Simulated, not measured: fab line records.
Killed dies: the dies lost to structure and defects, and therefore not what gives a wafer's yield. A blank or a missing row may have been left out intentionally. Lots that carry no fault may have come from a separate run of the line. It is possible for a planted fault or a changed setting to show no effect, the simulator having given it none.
Matching of chambers | flow gf180mcu | cmp-01 running GF_V5_CMP_04: 4 sister chambers
The step polishes SiO2. 4 wafers are shown with their chamber, then 9 later ones without.

WAFERS WITH THEIR CHAMBER
wafer  | chamber | motor current A (A)
L421.4 | 0       | 12.5
L421.6 | 1       | 11.6
L426.5 | 3       | 11.8
L426.6 | 2       | 13.6

WAFERS MISSING THEIR CHAMBER
wafer  | motor current A (A)
L427.3 | 11.1
L427.4 | 13.6
L427.6 | 12.5
L429.1 | 12.2
L429.5 | 13.6
L429.6 | 11.4
L430.3 | 12.3
L430.4 | 14.7
L430.5 | 11.8

WHICH CHAMBER EACH WENT THROUGH
wafer  | from the rows above          | in truth
L427.3 | can't be placed: 1 or 3      | 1
L427.4 | 2                            | 2
L427.6 | can't be placed: 0 or 3      | 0
L429.1 | can't be placed: 0 or 3 or 1 | 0
L429.5 | 2                            | 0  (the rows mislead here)
L429.6 | can't be placed: 1 or 3      | 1
L430.3 | can't be placed: 0 or 3 or 1 | 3
L430.4 | 2                            | 2
L430.5 | can't be placed: 3 or 1 or 0 | 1
Correctly placed: 2 of 9. These rows do not allow placing 6 (true chamber among the candidates in 6). Number placed wrongly: 1.
How it was worked out, from the rows above alone: a wafer's distance from a chamber is the root of the sum, over the readings, of the square of ((its reading less the chamber's mean) divided by the reading's scatter). The wafer belongs to the nearest chamber; if the next one is less than 2 further off, it can't be placed. The mean given for a chamber averages the wafers shown for that chamber. The scatter: with one shown wafer a chamber, the root of the mean of the squares of how far each hidden wafer lies from its nearest shown one.
